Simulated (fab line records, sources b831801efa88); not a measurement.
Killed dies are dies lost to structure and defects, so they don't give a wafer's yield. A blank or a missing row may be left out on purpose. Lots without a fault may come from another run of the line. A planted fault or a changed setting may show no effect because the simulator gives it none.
Which tool did it? | flow sky130 | 11 lots, 33 wafers sampled, at 1 step of a route of 708

WHAT THE GAUGES READ, wafer by wafer
SKY_POLY_GATE_THK_MEAS_04.
lot  | measured     | on            | POLY_GATE_CVD_03_THK (nm)
L847 | day 15 00:22 | film_metro-02 | 74.8 74.8 74.6
L848 | day 15 04:32 | film_metro-01 | 75.1 75.2 75.0
L852 | day 16 14:50 | film_metro-01 | 75.0 75.1 74.5
L857 | day 19 03:28 | film_metro-01 | 75.6 75.8 75.7
L859 | day 19 16:44 | film_metro-03 | 75.3 75.5 75.0
L860 | day 19 22:38 | film_metro-02 | 77.2 76.0 76.4
L861 | day 20 05:05 | film_metro-02 | 75.9 75.1 74.9
L863 | day 20 22:47 | film_metro-02 | 74.6 74.5 75.0
L867 | day 22 06:49 | film_metro-02 | 75.2 75.1 75.9
L869 | day 22 22:10 | film_metro-03 | 76.2 75.7 76.1
L870 | day 23 12:32 | film_metro-02 | 75.7 74.8 74.4

WHICH TOOL RAN EACH LOT (tool, then ch and the chambers of the sampled wafers, then the start)
The record holds no process step before these readings.

THE ANSWER, worked out from the rows above alone
Rule: what is usual is taken from the lots themselves. Put in order of their means at a reading, lots are off if they are a third of the lots or fewer, leave a main group of 4 or more, and stand apart from it by a gap of 3 or more times the standard deviation of the main group's means; of several such gaps the widest counts. A main group whose means are all the same, to the digits that the tables above print for the reading, isn't used. A lot without any number at a reading at which 4 lots or more have one is off too. The other lots that the step has rows for count as sound.
No lot is off at any reading shown: from this, nothing can be told.

WHAT THE SIMULATOR HAD PUT IN
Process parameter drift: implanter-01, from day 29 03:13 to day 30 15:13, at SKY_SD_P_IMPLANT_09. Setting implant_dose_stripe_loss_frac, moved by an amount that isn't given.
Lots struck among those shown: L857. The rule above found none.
